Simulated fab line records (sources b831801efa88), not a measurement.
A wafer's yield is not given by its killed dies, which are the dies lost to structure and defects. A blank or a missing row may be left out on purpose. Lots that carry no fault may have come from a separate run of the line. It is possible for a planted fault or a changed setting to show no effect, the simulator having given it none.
fab line records    flow gf180mcu
record: lots: 5  wafers: 15  lastDay: 33
route steps=602 shown SALICIDE@286 CONTACT@287
lots that met no fault: taken from a fault-free run of the same line
startH: hours from the record's opening day to when the first of the lot's shown wafers began    waitH: time in hours since the lot's previous step    " as in the row above    L1.1+2: several wafers, shown together as one row    - no value, or no start was given    * or withheld: withheld    < > ~ a bound
route shown NAME@n: NAME is a module with steps in the file, n the number in the route of the first one    usual: mean/standard deviation taken from wafers without a fault    same: alike in all rows    chamber/n: place in a boat    sites: per-site readings    _std_site: the values' standard deviation    _edge_site: outer sites' mean less inner sites'    radiusMm: for every site, how far away it sits from the centre of the wafer    mask NAME#n: copy n    behind: the last tool/chamber to shape the wafer    hold: what put the lot on hold/how long, in hours/how the hold closed    device: transistor that didn't switch, given as n, p or np    end of line: at the end of the route, the tests of the same wafers    where a step has no rows: the recipe by itself    killed: dies that structure and defects cost at the first sort, which is not the same as the wafer's yield    map: per-die view of a wafer (x killed, . not killed, _ where there is no die)
set.NAME: setting as actually run; set.NAME@STEP: the setting as run at that earlier step    model.NAME: the simulator's own value behind a step, which no gauge read
lots at some steps of the route; a table a step, a row a wafer
services: when a tool's chamber went out of use (startH, in hours from the record's first day, below 0 if earlier), for how many hours, and the reason
== steps ==
step: GF_SALICIDE_RTA_08
recipe: tempC: 800  timeS: 30  ambient: N2
usual: lampPowerPct: 15.24/0.079  wafer_temp_C_max: 804.4/1.7
lot.wafer  tool          chamber  startH  waitH  lampPowerPct  wafer_temp_C_max
L074.1     rtpAnneal-01  0        339.86  0.0    15.14         802.6
L074.3     "             0        "       "      15.16         802.7
L074.4     "             0        "       "      15.14         802.8
L080.3     rtpAnneal-02  0        389.61  0.0    15.31         805.1
L080.5     "             0        "       "      15.28         805.7
L080.6     "             0        "       "      15.31         806.1
L082.1     rtpAnneal-01  0        410.64  0.0    15.16         802.9
L082.3     "             0        "       "      15.15         802.6
L082.4     "             0        "       "      15.15         803.0
L093.4     rtpAnneal-01  0        501.99  0.1    15.16         802.7
L093.5     "             0        "       "      15.17         801.9
L093.6     "             0        "       "      15.16         802.0
L094.4     rtpAnneal-01  0        508.40  0.1    15.15         803.0
L094.5     "             0        "       "      15.15         802.3
L094.6     "             0        "       "      15.14         801.6
step: GF_CONTACT_CVD_00
recipe: material: SiO2  targetThkNm: 300  sigmaOpenFrac: 0.3  tempC: 400  timeS: 50  sih4FlowSccm: 60  pressureMtorr: 6
lot.wafer   tool       chamber  startH  waitH
L074.1+3+4  hdpcvd-01  1,2,0    339.96  0.1
L080.3+5+6  hdpcvd-02  1,0,1    389.67  0.1
L082.1+3+4  hdpcvd-02  1,0,2    410.74  0.1
L093.4+5+6  hdpcvd-02  0,2,1    502.06  0.1
L094.4+5+6  hdpcvd-01  2,2,1    508.47  0.1
step: GF_CONTACT_THK_MEAS_01
recipe: reads: SiO2_of_CONTACT_CVD_00
usual: CONTACT_CVD_00_THK: 299/3.3
lot.wafer  tool          chamber  startH  waitH  CONTACT_CVD_00_THK[nm]
L074.1     filmMetro-02  -        340.00  0.0    299
L074.3     "             -        "       "      296
L074.4     "             -        "       "      297
L080.3     filmMetro-02  -        389.74  0.0    303
L080.5     "             -        "       "      304
L080.6     "             -        "       "      303
L082.1     filmMetro-04  -        410.78  0.0    303
L082.3     "             -        "       "      303
L082.4     "             -        "       "      307
L093.4     filmMetro-02  -        502.11  0.0    305
L093.5     "             -        "       "      302
L093.6     "             -        "       "      302
L094.4     filmMetro-04  -        508.55  0.1    294
L094.5     "             -        "       "      297
L094.6     "             -        "       "      293
step: GF_CONTACT_CVD_02
recipe: material: SiO2  targetThkNm: 860  precursor: TEOS  tempC: 400  timeS: 95.992  rfW: 600
usual: heaterPowerW: 677/100  rfFwdPowerW: 595.9/2.2
lot.wafer  tool      chamber  startH  waitH  heaterPowerW  rfFwdPowerW
L074.1     pecvd-02  1        340.06  0.1    802           595.4
L074.3     "         1        "       "      615           595.2
L074.4     "         0        "       "      752           595.5
L080.3     pecvd-04  1        389.78  0.0    567           596.6
L080.5     "         0        "       "      694           591.2
L080.6     "         1        "       "      600           596.8
L082.1     pecvd-03  1        410.84  0.1    495           594.6
L082.3     "         2        "       "      542           595.0
L082.4     "         0        "       "      771           592.4
L093.4     pecvd-02  2        502.18  0.1    578           597.3
L093.5     "         1        "       "      774           595.8
L093.6     "         0        "       "      817           598.2
L094.4     pecvd-03  0        508.61  0.1    737           595.0
L094.5     "         1        "       "      520           594.0
L094.6     "         2        "       "      594           594.2
step: GF_CONTACT_THK_MEAS_03
recipe: reads: SiO2_of_CONTACT_CVD_02
usual: CONTACT_CVD_02_THK: 858/10
lot.wafer  tool          chamber  startH  waitH  CONTACT_CVD_02_THK[nm]
L074.1     filmMetro-02  -        340.17  0.1    858
L074.3     "             -        "       "      862
L074.4     "             -        "       "      867
L080.3     filmMetro-02  -        389.87  0.1    849
L080.5     "             -        "       "      860
L080.6     "             -        "       "      864
L082.1     filmMetro-01  -        410.91  0.0    854
L082.3     "             -        "       "      863
L082.4     "             -        "       "      884
L093.4     filmMetro-04  -        502.24  0.0    863
L093.5     "             -        "       "      857
L093.6     "             -        "       "      866
L094.4     filmMetro-02  -        508.68  0.0    855
L094.5     "             -        "       "      869
L094.6     "             -        "       "      875
step: GF_CONTACT_CMP_04
recipe: material: SiO2  downForcePsi: 4  platenRpm: 60  padVelocityMS: 0.94248
usual: motorCurrentA: 12.4/1.6  timeToEndpointS: 111/4.8
lot.wafer  tool    chamber  startH  waitH  motorCurrentA  timeToEndpointS
L074.3     cmp-02  1        340.28  0.1    11.0           116
L074.1     "       2        "       "      12.5           112
L074.4     "       3        "       "      16.0           118
L080.3     cmp-01  1        390.03  0.2    14.1           103
L080.6     "       0        "       "      11.2           112
L080.5     "       1        "       "      14.1           109
L082.1     cmp-01  2        410.97  0.1    12.2           108
L082.4     "       3        "       "      11.3           124
L082.3     "       1        "       "      14.6           114
L093.4     cmp-01  1        502.37  0.1    13.8           107
L093.5     "       3        "       "      11.6           110
L093.6     "       0        "       "      11.6           110
L094.4     cmp-01  1        508.86  0.2    13.9           113
L094.6     "       2        "       "      11.9           119
L094.5     "       3        "       "      11.4           117
step: GF_CONTACT_BOW_MEAS_05
recipe: mode: bow
usual: CONTACT_BOW: 65/7.2
lot.wafer  tool          chamber  startH  waitH  CONTACT_BOW[um]
L074.1     filmMetro-01  -        340.53  0.1    68
L074.3     "             -        "       "      69
L074.4     "             -        "       "      71
L080.3     filmMetro-04  -        390.32  0.2    71
L080.5     "             -        "       "      76
L080.6     "             -        "       "      83
L082.1     filmMetro-01  -        411.38  0.4    67
L082.3     "             -        "       "      55
L082.4     "             -        "       "      73
L093.4     filmMetro-02  -        502.63  0.2    66
L093.5     "             -        "       "      58
L093.6     "             -        "       "      62
L094.4     filmMetro-01  -        509.07  0.2    59
L094.5     "             -        "       "      62
L094.6     "             -        "       "      69
step: GF_CONTACT_DEHYDRATE_06
recipe: tempC: 200  timeS: 60
usual: plateTempC: 200.00/0.15
lot.wafer  tool           chamber  startH  waitH  plateTempC
L074.1     lithoTrack-02  0        350.52  10.0   200.10
L074.3     "              0        "       "      200.07
L074.4     "              0        "       "      199.93
L080.3     lithoTrack-04  0        401.40  11.1   199.80
L080.5     "              0        "       "      199.94
L080.6     "              0        "       "      199.97
L082.1     lithoTrack-04  0        421.40  10.0   199.91
L082.3     "              0        "       "      199.85
L082.4     "              0        "       "      199.96
L093.4     lithoTrack-04  0        513.87  11.2   199.95
L093.5     "              0        "       "      200.04
L093.6     "              0        "       "      200.01
L094.4     lithoTrack-01  0        520.12  11.0   199.81
L094.5     "              0        "       "      199.99
L094.6     "              0        "       "      199.90
step: GF_CONTACT_HMDS_07
recipe: primeTimeS: 60  primeTempC: 120
lot.wafer   tool           chamber  startH  waitH
L074.1+3+4  lithoTrack-02  0        350.67  0.1
L080.3+5+6  lithoTrack-04  0        401.55  0.1
L082.1+3+4  lithoTrack-04  0        421.55  0.1
L093.4+5+6  lithoTrack-04  0        514.02  0.1
L094.4+5+6  lithoTrack-01  0        520.27  0.1
step: GF_CONTACT_COAT_08
recipe: resist: BARC  tempC: withheld  timeS: withheld  spinRpm: withheld  resistThkNm: withheld
lot.wafer   tool           chamber  startH  waitH
L074.1+3+4  lithoTrack-02  0        350.82  0.1
L080.3+5+6  lithoTrack-04  0        401.70  0.1
L082.1+3+4  lithoTrack-04  0        421.70  0.1
L093.4+5+6  lithoTrack-04  0        514.17  0.1
L094.4+5+6  lithoTrack-01  0        520.42  0.1
step: GF_CONTACT_COAT_09
recipe: resist: KrF  spinRpm: withheld  resistThkNm: 1000
lot.wafer   tool           chamber  startH  waitH
L074.1+3+4  lithoTrack-02  0        -       -
L080.3+5+6  lithoTrack-04  0        -       -
L082.1+3+4  lithoTrack-04  0        -       -
L093.4+5+6  lithoTrack-04  0        -       -
L094.4+5+6  lithoTrack-01  0        -       -
step: GF_CONTACT_SOFTBAKE_10
recipe: tempC: 130  timeS: 60  resist: KrF
usual: plateTempC: 129.99/0.13
lot.wafer  tool           chamber  startH  waitH  plateTempC
L074.1     lithoTrack-02  0        -       -      130.08
L074.3     "              0        "       "      129.82
L074.4     "              0        "       "      130.14
L080.3     lithoTrack-04  0        -       -      130.14
L080.5     "              0        "       "      130.15
L080.6     "              0        "       "      130.07
L082.1     lithoTrack-04  0        -       -      130.07
L082.3     "              0        "       "      129.94
L082.4     "              0        "       "      130.00
L093.4     lithoTrack-04  0        -       -      130.00
L093.5     "              0        "       "      130.07
L093.6     "              0        "       "      130.02
L094.4     lithoTrack-01  0        -       -      129.76
L094.5     "              0        "       "      129.77
L094.6     "              0        "       "      129.84
step: GF_CONTACT_EXPOSE_11
recipe: maskId: Contact  targetCdNm: 220  na: 0.68  sourceShape: conventional  sigmaOuter: 0.6  doseMj: 38
lot.wafer   tool           chamber  startH  waitH  mask
L074.1+3+4  krfScanner-01  0        -       -      Contact#0
L080.3+5+6  krfScanner-01  0        -       -      Contact#0
L082.1+3+4  krfScanner-02  0        -       -      Contact#0
L093.4+5+6  krfScanner-02  0        -       -      Contact#0
L094.4+5+6  krfScanner-02  0        -       -      Contact#0
== services ==
tool           chamber  startH  hours  kind
krfScanner-01  -        316.92  0.8    pm
krfScanner-01  -        321.97  3.6    pm
hdpcvd-02      -        331.65  0.8    repair
rtpAnneal-01   -        333.40  3.6    pm
cmp-01         -        334.54  6.7    pm
pecvd-02       2        339.15  4.5    repair
krfScanner-02  -        358.75  1.0    pm
pecvd-02       -        368.88  14.0   pm
krfScanner-02  -        371.61  0.8    pm
krfScanner-02  -        379.43  3.6    pm
hdpcvd-02      -        380.74  3.9    repair
krfScanner-02  -        384.71  0.8    repair
krfScanner-02  -        390.33  0.2    repair
cmp-01         -        404.22  4.0    pm
krfScanner-02  -        431.33  4.4    pm
krfScanner-02  -        438.39  0.6    repair
cmp-01         -        448.56  13.1   pm
krfScanner-02  -        449.15  1.3    pm
hdpcvd-02      0        451.18  6.0    repair
hdpcvd-02      -        458.66  0.9    repair
cmp-01         -        473.50  1.5    repair
hdpcvd-02      -        497.97  2.8    pm
hdpcvd-02      -        504.70  18.7   repair
cmp-01         -        519.05  2.3    repair
== key ==
fault none
